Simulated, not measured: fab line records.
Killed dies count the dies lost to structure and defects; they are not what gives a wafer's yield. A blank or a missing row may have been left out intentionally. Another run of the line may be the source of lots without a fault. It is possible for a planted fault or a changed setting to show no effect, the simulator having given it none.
What tool caused it? -- flow sky130 -- 33 wafers from 11 lots sampled at 5 of the route's 708 steps

WHAT EACH GAUGE READ, for each wafer
SKY_VIA3_THK_MEAS_01. Usual: VIA3_HDPCVD_THK 1642 nm, standard deviation 19.
lot,measured,on,VIA3_HDPCVD_THK (nm),flag
L975,day 38 13:08,film metro-01,1632 1663 1672,
L976,day 39 00:59,film metro-01,1662 1646 1647,
L982,day 41 01:31,film metro-03,1628 1621 1641,
L984,day 41 10:47,film metro-03,1650 1613 1643,
L986,day 42 02:50,film metro-02,1669 1629 1670,
L987,day 43 02:09,film metro-02,1643 1629 1625,
L989,day 43 09:26,film metro-01,1625 1652 1625,
L992,day 43 22:39,film metro-01,1623 1629 1623,
L993,day 44 00:08,film metro-03,1654 1674 1662,
L995,day 44 11:16,film metro-03,1665 1668 1672,
L997,day 45 08:06,film metro-02,1643 1627 1645,

SKY_METAL5_THK_MEAS_06: measures by xrf. Usual: METAL5_ALCU_THK 1159 nm, standard deviation 13.
lot,measured,on,METAL5_ALCU_THK (nm),flag
L975,day 42 20:27,film metro-04,1174 1151 1170,
L976,day 43 08:16,film metro-04,1157 1165 1152,
L982,day 45 03:27,film metro-01,1153 1159 1132,
L984,day 45 10:29,film metro-01,1157 1155 1154,
L986,day 46 01:45,film metro-01,1164 1156 1151,
L987,day 46 21:24,film metro-02,1168 1170 1168,
L989,day 47 03:56,film metro-01,1135 1156 1143,
L992,day 47 15:49,film metro-01,1183 1165 1183,
L993,day 47 19:21,film metro-04,1162 1133 1165,
L995,day 48 04:14,film metro-01,1149 1166 1167,
L997,day 48 21:02,film metro-04,1176 1169 1158,

SKY_PASSIVATION_THK_MEAS_03. Usual: PASSIVATION_CVD_02_THK 536 nm, standard deviation 7.3.
lot,measured,on,PASSIVATION_CVD_02_THK (nm),flag
L975,day 43 20:18,film metro-01,529 531 531,
L976,day 44 08:22,film metro-03,526 527 534,
L982,day 46 01:13,film metro-02,528 935 935,OFF
L984,day 46 08:40,film metro-02,528 936 533,OFF
L986,day 46 22:41,film metro-03,537 534 540,
L987,day 47 18:11,film metro-02,527 533 542,
L989,day 48 00:04,film metro-03,522 526 528,
L992,day 48 12:06,film metro-01,529 536 551,
L993,day 48 14:33,film metro-01,537 528 539,
L995,day 48 22:57,film metro-01,531 541 540,
L997,day 49 15:51,film metro-03,545 526 538,

TOOL THAT RAN EACH LOT (tool first, then ch and the chambers of the sampled wafers, then the start)
lot,SKY_METAL3_METAL_ETCH_18,SKY_PASSIVATION_CVD_02
L975,"rie metal-03 ch 0,1, day 38 12:13","pecvd-04 ch 0,2, day 43 20:03"
L976,"rie metal-03 ch 0,1, day 39 00:01","pecvd-03 ch 0,2, day 44 08:08"
L982,"rie metal-01 ch 0,1, day 41 00:31","pecvd-04 ch 0,1,2, day 46 00:58"
L984,"rie metal-02 ch 0,1, day 41 09:50","pecvd-04 ch 0,1,2, day 46 08:26"
L986,"rie metal-03 ch 0, day 42 01:53","pecvd-03 ch 0,1, day 46 22:28"
L987,"rie metal-03 ch 0, day 43 01:11","pecvd-03 ch 1,2, day 47 17:58"
L989,"rie metal-03 ch 0,1, day 43 08:29","pecvd-03 ch 0,2, day 47 23:50"
L992,"rie metal-01 ch 0, day 43 21:35","pecvd-01 ch 1,2, day 48 11:45"
L993,"rie metal-01 ch 0, day 43 22:58","pecvd-01 ch 0,1, day 48 14:19"
L995,"rie metal-03 ch 0,1, day 44 10:19","pecvd-03 ch 0,1, day 48 22:43"
L997,"rie metal-02 ch 0,1, day 45 07:07","pecvd-01 ch 0,1, day 49 15:38"
- SKY_METAL3_METAL_ETCH_18: etches the open film in Cl2/BCl3, stops on SiO2, target depth 845 nm, time 183.1 s.
- SKY_PASSIVATION_CVD_02: deposits Si3N4, target thk 540 nm.

AS READ BY THE TOOLS THEMSELVES (means over the sampled wafers that have a number; for cases with no such wafer, the mark the record gives instead)
SKY_METAL3_METAL_ETCH_18. Usual: drypump motor current A 6.2 A, standard deviation 0.39; oes product au 0.868 a.u., standard deviation 0.0062; throttle valve pct 22.264 %, standard deviation 0.0093.
lot,tool,drypump motor current A (A),oes product au (a.u.),throttle valve pct (%),flag
L975,rie metal-03,6.2,0.857,22.267,
L976,rie metal-03,6.5,0.873,22.265,
L982,rie metal-01,5.9,0.867,22.266,
L984,rie metal-02,6.0,0.875,22.263,
L986,rie metal-03,5.9,0.865,22.260,
L987,rie metal-03,5.9,0.866,22.259,
L989,rie metal-03,6.5,0.862,22.263,
L992,rie metal-01,5.7,0.870,22.270,
L993,rie metal-01,5.7,0.874,22.266,
L995,rie metal-03,6.5,0.872,22.259,
L997,rie metal-02,6.2,0.867,22.265,

SKY_PASSIVATION_CVD_02. Usual: heater power w 705 W, standard deviation 98.
lot,tool,heater power w (W),flag
L975,pecvd-04,845,
L976,pecvd-03,702,
L982,pecvd-04,720,
L984,pecvd-04,749,
L986,pecvd-03,656,
L987,pecvd-03,654,
L989,pecvd-03,621,
L992,pecvd-01,601,
L993,pecvd-01,746,
L995,pecvd-03,737,
L997,pecvd-01,719,

THE ANSWER, worked out from the rows above alone
Rule: a lot is off if the mean of its wafers that have a number lies more than 3 standard deviations from the usual mean. A lot without any number at a reading at which 4 lots or more have one is off too. The other lots that the step has rows for count as sound. First the gauges in route order, then the tools' own readings, where a lot's mean is used as printed above. At the first step where some lot is off, the reading lying furthest off is the one used; lots without a number count as furthest.
Off: L982, L984, at SKY_PASSIVATION_THK_MEAS_03 (PASSIVATION_CVD_02_THK).
A tool fits if, at a process step before that reading, it ran every lot that is off, and no sound lot after the first of them. Gauges at SKY_PASSIVATION_THK_MEAS_03: tried the same way as those tools. One candidate fits, namely pecvd-04 at SKY_PASSIVATION_CVD_02. A fault onset in the window from L975 (day 43 20:03, its last sound lot) to L982 (day 46 00:58, its first lot off) fits.

WHAT THE SIMULATOR HAD INSERTED
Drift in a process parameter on pecvd-04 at SKY_PASSIVATION_CVD_02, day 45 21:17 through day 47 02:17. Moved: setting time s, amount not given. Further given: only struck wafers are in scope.
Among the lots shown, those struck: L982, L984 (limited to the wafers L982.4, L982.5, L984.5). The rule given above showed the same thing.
